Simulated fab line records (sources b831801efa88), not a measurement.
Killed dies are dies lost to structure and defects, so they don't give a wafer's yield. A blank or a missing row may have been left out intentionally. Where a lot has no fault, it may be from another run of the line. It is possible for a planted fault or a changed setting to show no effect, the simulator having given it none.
fab line records | flow sfq_line
[record] lots = 6 | wafers = 18 | last_day = 86
route steps=325 shown I2@107 M3@118 I3@133 M4@148 M8@325
lots with no fault: from the same line, run without faults
start_h: hours from the record's first day to the start of the lot's first wafer shown | wait_h: time in hours since the lot's previous step | " same as the row above | L1.1+2: one row covering several wafers at once | - either no value or no given start | * or withheld: withheld | < > ~ a bound
route shown NAME@n: names a module that has steps shown in the file, with the first one's number in the route | usual: mean and standard deviation over wafers with no fault | same: alike in all rows | chamber/n: place in a boat | sites: the reading at each site | _std_site: standard deviation of those values | _edge_site: the outer-site mean with the inner-site mean subtracted | radius_mm: for every site, how far away it sits from the centre of the wafer | mask NAME#n: copy n | behind: the most recent tool/chamber to have shaped the wafer | hold: why the lot went on hold/how many hours it stayed there/how the hold came to an end | device: the transistor (n, p or np) that didn't switch | end of line: tests of these same wafers at the route's end | a step with no rows: only its recipe | killed: dies that structure and defects cost at the first sort, which is not the same as the wafer's yield | map: per-die view of a wafer (x killed, . not killed, _ where there is no die)
set.NAME: the setting that was run; set.NAME@STEP: the one run at that earlier step | model.NAME: the simulator's own value behind a step, which no gauge read
lots seen at some steps along the route; tables by step, rows by wafer
services: the hour from which a tool's chamber was out of use, counted from the record's first day as start_h (under 0 if before that day), plus the number of hours and why
[[steps]]
[step SFQ_TRILAYER_I2_VIA_LITHO_COAT_072]
[recipe] resist = BARC | spin_rpm = 3000 | resist_thk_nm = 62
[step SFQ_TRILAYER_I2_VIA_LITHO_COAT_067]
[recipe] resist = KrF | spin_rpm = 3000 | resist_thk_nm = 650
[step SFQ_TRILAYER_I2_VIA_LITHO_SOFTBAKE_071]
[recipe] temp_c = withheld | time_s = withheld | resist = KrF
[step SFQ_TRILAYER_I2_VIA_LITHO_EXPOSE_068]
[recipe] mask_id = I2 | na = 0.6 | source_shape = conventional | sigma_outer = 0.65 | target_cd_nm = 500 | dose_mj = 21.3
[step SFQ_TRILAYER_I2_VIA_LITHO_PEB_070]
[recipe] peb_temp_c = 115 | peb_time_s = 60 | resist = KrF
[step SFQ_TRILAYER_I2_VIA_LITHO_DEVELOP_069]
[recipe] time_s = 60 | resist = KrF
[step SFQ_I2_OVL_MEAS_918]
[usual] I2_OVL = 0/4.3
lot.wafer | tool       | chamber | start_h | wait_h | I2_OVL[nm]
L407.2    | overlay-01 | -       | 916.04  | 0.1    | -3
L407.3    | "          | -       | "       | "      | -3
L407.5    | "          | -       | "       | "      | 1
L411.2    | overlay-02 | -       | 964.52  | 0.1    | -4
L411.5    | "          | -       | "       | "      | -7
L411.6    | "          | -       | "       | "      | -5
L414.2    | overlay-01 | -       | 986.12  | 0.1    | 5
L414.3    | "          | -       | "       | "      | 5
L414.4    | "          | -       | "       | "      | 0
L416.4    | overlay-01 | -       | 998.25  | 0.1    | -2
L416.5    | "          | -       | "       | "      | -5
L416.6    | "          | -       | "       | "      | -6
L420.1    | overlay-01 | -       | 1037.99 | 0.1    | 8
L420.2    | "          | -       | "       | "      | 8
L420.5    | "          | -       | "       | "      | 8
L422.1    | overlay-02 | -       | 1057.19 | 0.1    | -2
L422.4    | "          | -       | "       | "      | -1
L422.6    | "          | -       | "       | "      | -4
[step SFQ_TRILAYER_I2_VIA_BARC_OPEN_VIA_ETCH_096]
[recipe] mask_material = PR | chemistry = O2 | target_depth_nm = 125 | target = BARC | source_w = 500 | bias_w = 80 | pressure_mtorr = 30 | time_s = 41.7
[usual] chamber_pressure_mTorr = 29.998/0.028 | drypump_motor_current_A = 5.6/0.6 | oes_product_au = 0.685/0.0045
lot.wafer | tool        | chamber | start_h | wait_h | chamber_pressure_mTorr | drypump_motor_current_A | oes_product_au | rf_hours_counter_h
L407.2    | rie_diel-02 | 1       | 916.07  | 0.0    | 29.994                 | 4.8                     | 0.693          | 11
L407.3    | "           | 2       | "       | "      | 30.004                 | 6.3                     | 0.689          | 2
L407.5    | "           | 3       | "       | "      | 30.009                 | 5.7                     | 0.696          | -
L411.2    | rie_diel-04 | 1       | 964.55  | 0.0    | 30.007                 | 4.9                     | 0.682          | 1
L411.5    | "           | 0       | "       | "      | 30.058                 | 5.1                     | 0.685          | -
L411.6    | "           | 1       | "       | "      | 29.954                 | 4.9                     | 0.684          | -
L414.2    | rie_diel-03 | 1       | 986.15  | 0.0    | 30.009                 | 6.8                     | 0.687          | 7
L414.3    | "           | 0       | "       | "      | 30.030                 | 6.1                     | 0.677          | 16
L414.4    | "           | 2       | "       | "      | 30.020                 | 6.4                     | 0.686          | 3
L416.4    | rie_diel-04 | 3       | 998.27  | 0.0    | 29.975                 | 6.0                     | 0.686          | 7
L416.5    | "           | 0       | "       | "      | 29.985                 | 5.1                     | 0.694          | -
L416.6    | "           | 3       | "       | "      | 29.985                 | 6.1                     | 0.689          | -
L420.1    | rie_diel-03 | 1       | 1038.03 | 0.0    | 30.009                 | 6.8                     | 0.692          | 8
L420.2    | "           | 3       | "       | "      | 29.999                 | 5.8                     | 0.688          | 5
L420.5    | "           | 2       | "       | "      | 30.052                 | 6.4                     | 0.688          | -
L422.1    | rie_diel-02 | 1       | 1057.23 | 0.0    | 30.012                 | 4.8                     | 0.681          | 13
L422.4    | "           | 3       | "       | "      | 29.989                 | 5.7                     | 0.679          | 8
L422.6    | "           | 2       | "       | "      | 30.008                 | 6.2                     | 0.686          | -
[step SFQ_TRILAYER_I2_VIA_ETCH_VIA_ETCH_070]
[recipe] target = SiO2 | stop_on = Nb | mask_material = PR | taper_deg = 20 | chemistry = CHF3 | target_depth_nm = 260 | source_w = 500 | bias_w = 80 | pressure_mtorr = 30 | time_s = withheld
[step SFQ_TRILAYER_I2_VIA_STRIP_STRIP_071]
[recipe] gas = O2 | power_w = 200 | platen_temp_c = 40 | overash_fraction = 0.65 | chemistry = O2 | pressure_mtorr = 50
[step SFQ_TRILAYER_I2_VIA_STRIP_SOLV_CLEAN_072]
[recipe] chemistry = NMP | temp_c = 70 | time_s = 600
[step SFQ_TRILAYER_M3_DEP_PRE_CLEAN_074]
[recipe] gas = Ar | time_s = 22.5 | bias_v = 250
[step SFQ_TRILAYER_M3_DEP_SPUTTER_073]
[recipe] material = Nb | base_pressure_pa = 1.33e-06 | chamber_pressure_pa = 0.1333 | substrate_temp_c = 20 | resputter_cathode_voltage_v = 400 | target_thk_nm = 200 | power_w = 2000 | time_s = 133.3
[usual] chamber_pressure_pa = 0.13329/0.00028 | throttle_valve_pct = 29.9/0.91
lot.wafer | tool           | chamber | start_h | wait_h | chamber_pressure_pa | throttle_valve_pct | model.Nb_of_TRILAYER_M3_DEP_SPUTTER_073.thk_nm
L407.2    | pvd_sputter-05 | -       | 917.63  | 0.0    | 0.13341             | 30.0               | 199.9
L407.3    | "              | -       | "       | "      | 0.13288             | 30.4               | 201.9
L407.5    | "              | -       | "       | "      | 0.13335             | 30.2               | 199.6
L411.2    | pvd_sputter-06 | -       | 965.50  | 0.0    | 0.13311             | 29.4               | 199.8
L411.5    | "              | -       | "       | "      | 0.13303             | 31.5               | 201.3
L411.6    | "              | -       | "       | "      | 0.13314             | 29.8               | 200.8
L414.2    | pvd_sputter-06 | -       | 987.10  | 0.0    | 0.13378             | 29.6               | 200.6
L414.3    | "              | -       | "       | "      | 0.13356             | 30.0               | 199.4
L414.4    | "              | -       | "       | "      | 0.13262             | 28.1               | 147.2
L416.4    | pvd_sputter-06 | -       | 999.23  | 0.0    | 0.13329             | 31.2               | 143.9
L416.5    | "              | -       | "       | "      | 0.13341             | 30.5               | 197.8
L416.6    | "              | -       | "       | "      | 0.13348             | 29.8               | 141.7
L420.1    | pvd_sputter-04 | -       | 1038.98 | 0.0    | 0.1335              | 30.6               | 198.7
L420.2    | "              | -       | "       | "      | 0.13328             | 30.6               | 202.4
L420.5    | "              | -       | "       | "      | 0.1333              | 29.2               | 201.7
L422.1    | pvd_sputter-04 | -       | 1058.18 | 0.0    | 0.13303             | 30.8               | 197.4
L422.4    | "              | -       | "       | "      | 0.13301             | 30.5               | 202.9
L422.6    | "              | -       | "       | "      | 0.13314             | 30.5               | 197.6
[step SFQ_M3_RS_MEAS_919]
[recipe] thk_meas_gauge = four-point-probe | reads = Nb_of_TRILAYER_M3_DEP_SPUTTER_073
[usual] M3_NB_RS = 0.892/0.01
lot.wafer | tool          | chamber | start_h | wait_h | hold                     | M3_NB_RS[ohm/sq]
L407.2    | film_metro-04 | -       | 917.74  | 0.1    | -                        | 0.889
L407.3    | "             | -       | "       | "      | -                        | 0.882
L407.5    | "             | -       | "       | "      | -                        | 0.892
L411.2    | film_metro-01 | -       | 965.61  | 0.1    | -                        | 0.889
L411.5    | "             | -       | "       | "      | -                        | 0.884
L411.6    | "             | -       | "       | "      | -                        | 0.886
L414.2    | film_metro-03 | -       | 987.21  | 0.1    | await_dispo/0.2h/release | 0.885
L414.3    | "             | -       | "       | "      | await_dispo/0.2h/release | 0.892
L414.4    | "             | -       | "       | "      | await_dispo/0.2h/release | 1.214
L414.2    | film_metro-03 | -       | 987.50  | 0.3    | -                        | 0.888
L414.3    | "             | -       | "       | "      | -                        | 0.893
L414.4    | "             | -       | "       | "      | -                        | 1.214
L416.4    | film_metro-03 | -       | 999.38  | 0.1    | await_dispo/0.2h/release | 1.245
L416.5    | "             | -       | "       | "      | await_dispo/0.2h/release | 0.902
L416.6    | "             | -       | "       | "      | await_dispo/0.2h/release | 1.261
L416.4    | film_metro-03 | -       | 999.66  | 0.3    | -                        | 1.245
L416.5    | "             | -       | "       | "      | -                        | 0.902
L416.6    | "             | -       | "       | "      | -                        | 1.263
L420.1    | film_metro-03 | -       | 1039.08 | 0.0    | -                        | 0.895
L420.2    | "             | -       | "       | "      | -                        | 0.879
L420.5    | "             | -       | "       | "      | -                        | 0.883
L422.1    | film_metro-03 | -       | 1058.28 | 0.0    | -                        | 0.902
L422.4    | "             | -       | "       | "      | -                        | 0.877
L422.6    | "             | -       | "       | "      | -                        | 0.902
[step SFQ_TRILAYER_M3_LITHO_COAT_075]
[recipe] resist = KrF | spin_rpm = 3000 | resist_thk_nm = 600
[step SFQ_TRILAYER_M3_LITHO_SOFTBAKE_079]
[recipe] temp_c = withheld | time_s = withheld | resist = KrF
[step SFQ_TRILAYER_M3_LITHO_EXPOSE_076]
[recipe] mask_id = M3 | na = 0.6 | source_shape = conventional | sigma_outer = 0.65 | target_cd_nm = 500 | dose_mj = 14.4
[step SFQ_TRILAYER_M3_LITHO_PEB_078]
[recipe] peb_temp_c = 115 | peb_time_s = 60 | resist = KrF
[step SFQ_TRILAYER_M3_LITHO_DEVELOP_077]
[recipe] time_s = 60 | resist = KrF
[step SFQ_M3_OVL_MEAS_921]
[usual] M3_OVL = 5/4.5
lot.wafer | tool       | chamber | start_h | wait_h | M3_OVL[nm]
L407.2    | overlay-01 | -       | 1060.80 | 0.1    | 9
L407.3    | "          | -       | "       | "      | 10
L407.5    | "          | -       | "       | "      | 13
L411.2    | overlay-02 | -       | 1107.56 | 0.1    | 6
L411.5    | "          | -       | "       | "      | 4
L411.6    | "          | -       | "       | "      | 6
L414.2    | overlay-01 | -       | 1138.88 | 0.1    | 11
L414.3    | "          | -       | "       | "      | -1
L414.4    | "          | -       | "       | "      | 11
L416.4    | overlay-01 | -       | 1149.69 | 0.1    | 7
L416.5    | "          | -       | "       | "      | 3
L416.6    | "          | -       | "       | "      | 5
L420.1    | overlay-02 | -       | 1187.59 | 0.1    | 5
L420.2    | "          | -       | "       | "      | 2
L420.5    | "          | -       | "       | "      | 7
L422.1    | overlay-01 | -       | 1203.90 | 0.1    | 7
L422.4    | "          | -       | "       | "      | 8
L422.6    | "          | -       | "       | "      | 8
[step SFQ_TRILAYER_M3_BARC_OPEN_METAL_ETCH_100]
[recipe] mask_material = PR | chemistry = O2 | target_depth_nm = 125 | target = BARC | icp_w = 600 | bias_w = 80 | pressure_mtorr = 10 | time_s = 41.7
[usual] chamber_pressure_mTorr = 10.000/0.0088 | drypump_motor_current_A = 5.6/0.41 | oes_product_au = 0.685/0.0043
lot.wafer | tool         | chamber | start_h | wait_h | chamber_pressure_mTorr | drypump_motor_current_A | oes_product_au | rf_hours_counter_h
L407.2    | rie_metal-01 | 0       | 1060.85 | 0.0    | 10.005                 | 5.2                     | 0.681          | -
L407.3    | "            | 0       | "       | "      | 9.973                  | 5.2                     | 0.688          | -
L407.5    | "            | 0       | "       | "      | 9.992                  | 5.2                     | 0.684          | -
L411.2    | rie_metal-01 | 1       | 1107.59 | 0.0    | 10.002                 | 6.0                     | 0.681          | 2
L411.5    | "            | 1       | "       | "      | 10.007                 | 6.0                     | 0.691          | -
L411.6    | "            | 0       | "       | "      | 9.988                  | 5.2                     | 0.696          | -
L414.2    | rie_metal-01 | 1       | 1138.91 | 0.0    | 9.996                  | 6.0                     | 0.684          | 6
L414.3    | "            | 0       | "       | "      | 9.985                  | 5.2                     | 0.684          | -
L414.4    | "            | 1       | "       | "      | 9.976                  | 6.0                     | 0.684          | -
L416.4    | rie_metal-01 | 0       | 1149.73 | 0.0    | 9.992                  | 5.2                     | 0.684          | -
L416.5    | "            | 0       | "       | "      | 10.013                 | 5.2                     | 0.686          | -
L416.6    | "            | 1       | "       | "      | 9.990                  | 6.0                     | 0.687          | -
L420.1    | rie_metal-01 | 1       | 1187.62 | 0.0    | 10.006                 | 6.0                     | 0.680          | 14
L420.2    | "            | 1       | "       | "      | 10.003                 | 6.0                     | 0.685          | -
L420.5    | "            | 1       | "       | "      | 10.002                 | 6.0                     | 0.685          | -
L422.1    | rie_metal-04 | 1       | 1203.94 | 0.0    | 10.009                 | 5.7                     | 0.686          | 111
L422.4    | "            | 1       | "       | "      | 10.011                 | 5.7                     | 0.686          | -
L422.6    | "            | 1       | "       | "      | 9.999                  | 5.6                     | 0.682          | -
[step SFQ_TRILAYER_M3_ETCH_METAL_ETCH_078]
[recipe] target = Nb | stop_on = SiO2 | mask_material = PR | chemistry = Cl2/Ar | target_depth_nm = 240 | icp_w = 600 | bias_w = 80 | pressure_mtorr = 10 | time_s = 120
[usual] chamber_pressure_mTorr = 9.998/0.01 | drypump_motor_current_A = 5.6/0.41 | oes_product_au = 0.893/0.007
lot.wafer | tool         | chamber | start_h | wait_h | chamber_pressure_mTorr | drypump_motor_current_A | oes_product_au | rf_hours_counter_h
L407.2    | rie_metal-01 | 0       | 1060.99 | 0.1    | 10.020                 | 5.2                     | 0.894          | -
L407.3    | "            | 0       | "       | "      | 9.988                  | 5.2                     | 0.894          | -
L407.5    | "            | 0       | "       | "      | 10.013                 | 5.2                     | 0.891          | -
L411.2    | rie_metal-01 | 1       | 1107.65 | 0.0    | 10.000                 | 6.0                     | 0.892          | 2
L411.5    | "            | 1       | "       | "      | 10.000                 | 6.0                     | 0.894          | -
L411.6    | "            | 0       | "       | "      | 9.997                  | 5.2                     | 0.894          | -
L414.2    | rie_metal-01 | 1       | 1138.97 | 0.0    | 10.001                 | 6.0                     | 0.896          | 6
L414.3    | "            | 0       | "       | "      | 10.006                 | 5.2                     | 0.898          | -
L414.4    | "            | 1       | "       | "      | 10.003                 | 6.0                     | 0.756          | -
L416.4    | rie_metal-01 | 0       | 1149.81 | 0.1    | 9.962                  | 5.2                     | 0.752          | -
L416.5    | "            | 0       | "       | "      | 9.989                  | 5.2                     | 0.889          | -
L416.6    | "            | 1       | "       | "      | 10.006                 | 6.0                     | 0.747          | -
L420.1    | rie_metal-01 | 1       | 1187.74 | 0.1    | 9.989                  | 6.0                     | 0.895          | 14
L420.2    | "            | 1       | "       | "      | 9.998                  | 6.0                     | 0.901          | -
L420.5    | "            | 1       | "       | "      | 9.993                  | 6.0                     | 0.888          | -
L422.1    | rie_metal-04 | 1       | 1204.06 | 0.1    | 10.003                 | 5.7                     | 0.893          | 111
L422.4    | "            | 1       | "       | "      | 9.996                  | 5.6                     | 0.905          | -
L422.6    | "            | 1       | "       | "      | 10.012                 | 5.7                     | 0.884          | -
[step SFQ_TRILAYER_M3_STRIP_STRIP_079]
[recipe] gas = O2 | power_w = 200 | platen_temp_c = 40 | overash_fraction = 0.65 | chemistry = O2 | pressure_mtorr = 50
[step SFQ_TRILAYER_M3_STRIP_SOLV_CLEAN_080]
[recipe] chemistry = NMP | temp_c = 70 | time_s = 600
[step SFQ_TRILAYER_I3_DEP_PECVD_081]
[recipe] material = SiO2 | temp_c = 150 | time_s = 111.11 | pressure_torr = 2.4 | rf_w = 183.3 | precursor = SiH4/N2O | target_thk_nm = 500
[usual] heater_power_outer_w = 32/9.6 | heater_power_w = 86/16 | throttle_valve_pct = 24.8/1.5
lot.wafer | tool     | chamber | start_h | wait_h | heater_power_outer_w | heater_power_w | throttle_valve_pct
L407.2    | pecvd-02 | 0       | 1062.57 | 0.0    | 35                   | 90             | 25.0
L407.3    | "        | 2       | "       | "      | 24                   | 72             | 24.9
L407.5    | "        | 2       | "       | "      | 27                   | 76             | 24.7
L411.2    | pecvd-02 | 0       | 1108.55 | 0.0    | 37                   | 93             | 25.2
L411.5    | "        | 2       | "       | "      | 20                   | 66             | 24.7
L411.6    | "        | 0       | "       | "      | 38                   | 93             | 25.4
L414.2    | pecvd-04 | 0       | 1139.90 | 0.0    | 38                   | 95             | 23.1
L414.3    | "        | 2       | "       | "      | 23                   | 75             | 25.3
L414.4    | "        | 2       | "       | "      | 26                   | 81             | 25.0
L416.4    | pecvd-03 | 2       | 1150.71 | 0.0    | 55                   | 121            | 24.1
L416.5    | "        | 1       | "       | "      | 21                   | 65             | 27.7
L416.6    | "        | 0       | "       | "      | 26                   | 73             | 24.7
L420.1    | pecvd-03 | 2       | 1189.37 | 0.0    | 55                   | 122            | 24.3
L420.2    | "        | 1       | "       | "      | 17                   | 60             | 28.0
L420.5    | "        | 0       | "       | "      | 21                   | 65             | 24.9
L422.1    | pecvd-02 | 1       | 1205.86 | 0.0    | 29                   | 85             | 26.5
L422.4    | "        | 1       | "       | "      | 31                   | 88             | 27.0
L422.6    | "        | 1       | "       | "      | 33                   | 92             | 26.9
[step SFQ_TRILAYER_I3_CMP_CMP_082]
[recipe] material = SiO2 | down_force_psi = 3 | platen_rpm = 60 | pad_velocity_m_s = 0.94248
[step SFQ_I3_BOW_MEAS_922]
[recipe] mode = bow
[usual] I3_BOW = 5/7.9
lot.wafer | tool          | chamber | start_h | wait_h | I3_BOW[um]
L407.2    | film_metro-04 | -       | 1065.67 | 1.0    | 9
L407.3    | "             | -       | "       | "      | -9
L407.5    | "             | -       | "       | "      | 2
L411.2    | film_metro-01 | -       | 1111.64 | 1.5    | -5
L411.5    | "             | -       | "       | "      | -10
L411.6    | "             | -       | "       | "      | -3
L414.2    | film_metro-04 | -       | 1143.00 | 2.5    | 9
L414.3    | "             | -       | "       | "      | 5
L414.4    | "             | -       | "       | "      | 20
L416.4    | film_metro-02 | -       | 1155.03 | 1.1    | -6
L416.5    | "             | -       | "       | "      | -2
L416.6    | "             | -       | "       | "      | 4
L420.1    | film_metro-04 | -       | 1192.44 | 1.5    | 6
L420.2    | "             | -       | "       | "      | 13
L420.5    | "             | -       | "       | "      | 11
L422.1    | film_metro-04 | -       | 1211.57 | 1.0    | 4
L422.4    | "             | -       | "       | "      | 9
L422.6    | "             | -       | "       | "      | 6
[step SFQ_TRILAYER_I3_METRO_MEASURE_083]
[usual] thk_nm = 199.6/0.92
lot.wafer | tool          | chamber | start_h | wait_h | thk_nm
L407.2    | film_metro-04 | -       | 1065.97 | 0.3    | 199.9
L407.3    | "             | -       | "       | "      | 200.5
L407.5    | "             | -       | "       | "      | 199.6
L411.2    | film_metro-01 | -       | 1111.94 | 0.3    | 200.1
L411.5    | "             | -       | "       | "      | 199.1
L411.6    | "             | -       | "       | "      | 197.7
L414.2    | film_metro-04 | -       | 1143.30 | 0.3    | 198.1
L414.3    | "             | -       | "       | "      | 199.6
L414.4    | "             | -       | "       | "      | 199.3
L416.4    | film_metro-02 | -       | 1155.69 | 0.6    | 200.4
L416.5    | "             | -       | "       | "      | 199.7
L416.6    | "             | -       | "       | "      | 200.3
L420.1    | film_metro-04 | -       | 1192.56 | 0.1    | 199.6
L420.2    | "             | -       | "       | "      | 198.5
L420.5    | "             | -       | "       | "      | 198.4
L422.1    | film_metro-04 | -       | 1211.69 | 0.1    | 199.8
L422.4    | "             | -       | "       | "      | 200.0
L422.6    | "             | -       | "       | "      | 198.2
[step SFQ_TRILAYER_I3_VIA_LITHO_COAT_090]
[recipe] resist = BARC | spin_rpm = 3000 | resist_thk_nm = 62
[step SFQ_TRILAYER_I3_VIA_LITHO_COAT_085]
[recipe] resist = KrF | spin_rpm = 3000 | resist_thk_nm = 650
[step SFQ_TRILAYER_I3_VIA_LITHO_SOFTBAKE_089]
[recipe] temp_c = withheld | time_s = withheld | resist = KrF
[step SFQ_TRILAYER_I3_VIA_LITHO_EXPOSE_086]
[recipe] mask_id = I3 | na = 0.6 | source_shape = conventional | sigma_outer = 0.65 | target_cd_nm = 500 | dose_mj = 21.3
[step SFQ_TRILAYER_I3_VIA_LITHO_PEB_088]
[recipe] peb_temp_c = 115 | peb_time_s = 60 | resist = KrF
[step SFQ_TRILAYER_I3_VIA_LITHO_DEVELOP_087]
[recipe] time_s = 60 | resist = KrF
[step SFQ_I3_OVL_MEAS_923]
[usual] I3_OVL = -2/6.4
lot.wafer | tool       | chamber | start_h | wait_h | I3_OVL[nm]
L407.2    | overlay-01 | -       | 1069.23 | 0.1    | -3
L407.3    | "          | -       | "       | "      | -3
L407.5    | "          | -       | "       | "      | -3
L411.2    | overlay-02 | -       | 1120.31 | 0.1    | -5
L411.5    | "          | -       | "       | "      | 0
L411.6    | "          | -       | "       | "      | -3
L414.2    | overlay-01 | -       | 1147.64 | 0.1    | -17
L414.3    | "          | -       | "       | "      | -5
L414.4    | "          | -       | "       | "      | -8
L416.4    | overlay-02 | -       | 1158.68 | 0.1    | 12
L416.5    | "          | -       | "       | "      | 5
L416.6    | "          | -       | "       | "      | 6
L420.1    | overlay-02 | -       | 1208.21 | 0.1    | 6
L420.2    | "          | -       | "       | "      | 8
L420.5    | "          | -       | "       | "      | -1
L422.1    | overlay-01 | -       | 1215.14 | 0.1    | 2
L422.4    | "          | -       | "       | "      | -3
L422.6    | "          | -       | "       | "      | 2
[step SFQ_TRILAYER_I3_VIA_BARC_OPEN_VIA_ETCH_121]
[recipe] mask_material = PR | chemistry = O2 | target_depth_nm = 125 | target = BARC | source_w = 500 | bias_w = 80 | pressure_mtorr = 30 | time_s = 41.7
[step SFQ_TRILAYER_I3_VIA_ETCH_VIA_ETCH_088]
[recipe] target = SiO2 | stop_on = Nb | mask_material = PR | taper_deg = 20 | chemistry = CHF3 | target_depth_nm = 260 | source_w = 500 | bias_w = 80 | pressure_mtorr = 30 | time_s = withheld
[step SFQ_TRILAYER_I3_VIA_STRIP_STRIP_089]
[recipe] gas = O2 | power_w = 200 | platen_temp_c = 40 | overash_fraction = 0.65 | chemistry = O2 | pressure_mtorr = 50
[usual] chamber_pressure_mTorr = 50.00/0.045 | drypump_motor_current_A = 5.6/0.3 | oes_product_au = 1.007/0.0071
lot.wafer | tool         | chamber | start_h | wait_h | chamber_pressure_mTorr | drypump_motor_current_A | oes_product_au | rf_hours_counter_h
L407.2    | rie_metal-04 | 0       | 1069.41 | -      | 50.03                  | 5.6                     | 1.003          | 112
L407.3    | "            | 0       | "       | "      | 50.03                  | 5.6                     | 1.007          | -
L407.5    | "            | 1       | "       | "      | 50.05                  | 5.7                     | 1.008          | -
L411.2    | rie_metal-02 | 0       | 1120.49 | -      | 50.01                  | 5.6                     | 0.999          | 117
L411.5    | "            | 1       | "       | "      | 49.98                  | 5.8                     | 1.006          | -
L411.6    | "            | 0       | "       | "      | 50.01                  | 5.6                     | 1.004          | -
L414.2    | rie_metal-04 | 1       | 1147.82 | -      | 50.00                  | 5.7                     | 1.010          | 102
L414.3    | "            | 1       | "       | "      | 49.98                  | 5.7                     | 1.020          | -
L414.4    | "            | 0       | "       | "      | 50.00                  | 5.6                     | 1.007          | -
L416.4    | rie_metal-04 | 1       | 1159.05 | -      | 50.03                  | 5.6                     | 1.012          | -
L416.5    | "            | 0       | "       | "      | 49.96                  | 5.5                     | 0.994          | -
L416.6    | "            | 1       | "       | "      | 49.96                  | 5.6                     | 1.009          | -
L420.1    | rie_metal-02 | 1       | 1208.40 | -      | 49.97                  | 5.8                     | 0.999          | 50
L420.2    | "            | 1       | "       | "      | 49.98                  | 5.8                     | 1.008          | -
L420.5    | "            | 1       | "       | "      | 50.06                  | 5.8                     | 1.012          | -
L422.1    | rie_metal-03 | 1       | 1215.33 | -      | 49.91                  | 4.8                     | 1.010          | 53
L422.4    | "            | 1       | "       | "      | 49.96                  | 4.8                     | 1.019          | -
L422.6    | "            | 1       | "       | "      | 50.01                  | 4.8                     | 1.023          | -
[step SFQ_TRILAYER_I3_VIA_STRIP_SOLV_CLEAN_090]
[recipe] chemistry = NMP | temp_c = 70 | time_s = 600
[step SFQ_TRILAYER_M4_DEP_PRE_CLEAN_092]
[recipe] gas = Ar | time_s = 22.5 | bias_v = 250
[step SFQ_M8_BOW_MEAS_951]
[recipe] mode = bow
[usual] M8_BOW = 9/8.9
lot.wafer | tool          | chamber | start_h | wait_h | M8_BOW[um] | model.etest.m3.ohm_um | model.etest.i2.link_ohm | model.etest.i3.link_ohm | model.etest.m3.ohm_sq
L407.2    | film_metro-04 | -       | 2016.26 | 0.0    | 14         | 1.774                 | 1.974                   | 1.971                   | 0.8904
L407.3    | "             | -       | "       | "      | -4         | 1.756                 | 1.98                    | 1.952                   | 0.8816
L407.5    | "             | -       | "       | "      | 6          | 1.773                 | 1.969                   | 1.966                   | 0.8917
L411.2    | film_metro-02 | -       | 2028.26 | 0.0    | -1         | 1.783                 | 1.976                   | 1.966                   | 0.891
L411.5    | "             | -       | "       | "      | -6         | 1.762                 | 1.966                   | 1.965                   | 0.8844
L411.6    | "             | -       | "       | "      | 0          | 1.765                 | 1.963                   | 1.947                   | 0.8866
L414.2    | film_metro-03 | -       | 2036.66 | 0.0    | 12         | 1.78                  | 1.945                   | 1.991                   | 0.8875
L414.3    | "             | -       | "       | "      | 7          | 1.771                 | 1.952                   | 1.98                    | 0.8927
L414.4    | "             | -       | "       | "      | 22         | 2.43                  | 2.335                   | 2.304                   | 1.209
L416.4    | film_metro-02 | -       | 2043.90 | 0.1    | 5          | 2.456                 | 2.393                   | 2.298                   | 1.237
L416.5    | "             | -       | "       | "      | 9          | 1.795                 | 1.959                   | 1.967                   | 0.8999
L416.6    | "             | -       | "       | "      | 16         | 2.517                 | 2.417                   | 2.315                   | 1.256
L420.1    | film_metro-04 | -       | 2059.64 | 0.0    | 21         | 1.786                 | 1.973                   | 1.932                   | 0.8956
L420.2    | "             | -       | "       | "      | 27         | 1.754                 | 1.932                   | 1.913                   | 0.8793
L420.5    | "             | -       | "       | "      | 27         | 1.762                 | 1.954                   | 1.922                   | 0.8826
L422.1    | film_metro-03 | -       | 2069.04 | 0.0    | 13         | 1.8                   | 2.009                   | 2.006                   | 0.9015
L422.4    | "             | -       | "       | "      | 16         | 1.754                 | 1.958                   | 1.967                   | 0.8772
L422.6    | "             | -       | "       | "      | 14         | 1.8                   | 1.999                   | 1.996                   | 0.9007
[[services]]
tool           | chamber | start_h | hours | kind
film_metro-04  | -       | 893.62  | 0.3   | pm
rie_diel-04    | 1       | 896.74  | 5.3   | repair
pecvd-02       | 0       | 897.04  | 4.8   | repair
rie_diel-04    | 2       | 898.43  | 14.4  | repair
rie_metal-04   | 0       | 911.74  | 4.5   | repair
rie_metal-02   | 1       | 911.86  | 9.9   | repair
pecvd-02       | -       | 912.33  | 0.5   | repair
rie_metal-01   | -       | 912.48  | 0.6   | repair
film_metro-04  | -       | 923.02  | 0.6   | pm
rie_metal-04   | -       | 926.55  | 1.4   | pm
pvd_sputter-06 | -       | 955.67  | 1.6   | repair
rie_metal-01   | 0       | 964.48  | 3.1   | repair
rie_metal-01   | 1       | 996.87  | 20.7  | repair
pecvd-02       | 0       | 1015.14 | 8.2   | repair
film_metro-04  | -       | 1037.74 | 0.2   | pm
pecvd-02       | -       | 1051.41 | 2.8   | pm
rie_metal-01   | -       | 1115.71 | 0.1   | repair
film_metro-04  | -       | 1131.18 | 0.7   | pm
film_metro-04  | -       | 1137.48 | 4.6   | pm
pecvd-02       | -       | 1144.82 | 23.0  | repair
pecvd-02       | 2       | 1158.62 | 11.4  | repair
film_metro-04  | -       | 1166.73 | 1.1   | pm
pvd_sputter-06 | -       | 1197.79 | 5.7   | repair
pecvd-02       | 0       | 1205.30 | 4.0   | repair
[[key]]
[first_sign] step = SFQ_M3_RS_MEAS_919 | reading = visit | direction = added
[effect] step = SFQ_M3_RS_MEAS_919 | reading = M3_NB_RS | direction = up | sigmas = 34 | usual = 0.892 | struck = 1.240
[effect] step = SFQ_TRILAYER_M3_ETCH_METAL_ETCH_078 | reading = oes_product_au | direction = down | sigmas = 20 | usual = 0.893 | struck = 0.752
[model_effect] step = SFQ_TRILAYER_M3_DEP_SPUTTER_073 | value = Nb_of_TRILAYER_M3_DEP_SPUTTER_073.thk_nm | without = 199.3 | struck = 144.3
[model_effect] step = SFQ_M8_BOW_MEAS_951 | value = etest.m3.ohm_um | without = 1.786 | struck = 2.468
met_at SFQ_TRILAYER_M3_DEP_SPUTTER_073
struck_wafers L414.4,L416.4,L416.6
onset_between 965.50 987.10
[fault] kind = process_parameter_drift | tool = pvd_sputter-06 | chamber = - | onset_h = 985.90 | steps = SFQ_TRILAYER_M3_DEP_SPUTTER_073 | channel = time_s | offset = * | shape = step | end_h = 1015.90 | scope = struck_wafers_only | acts_in = * | stated = *
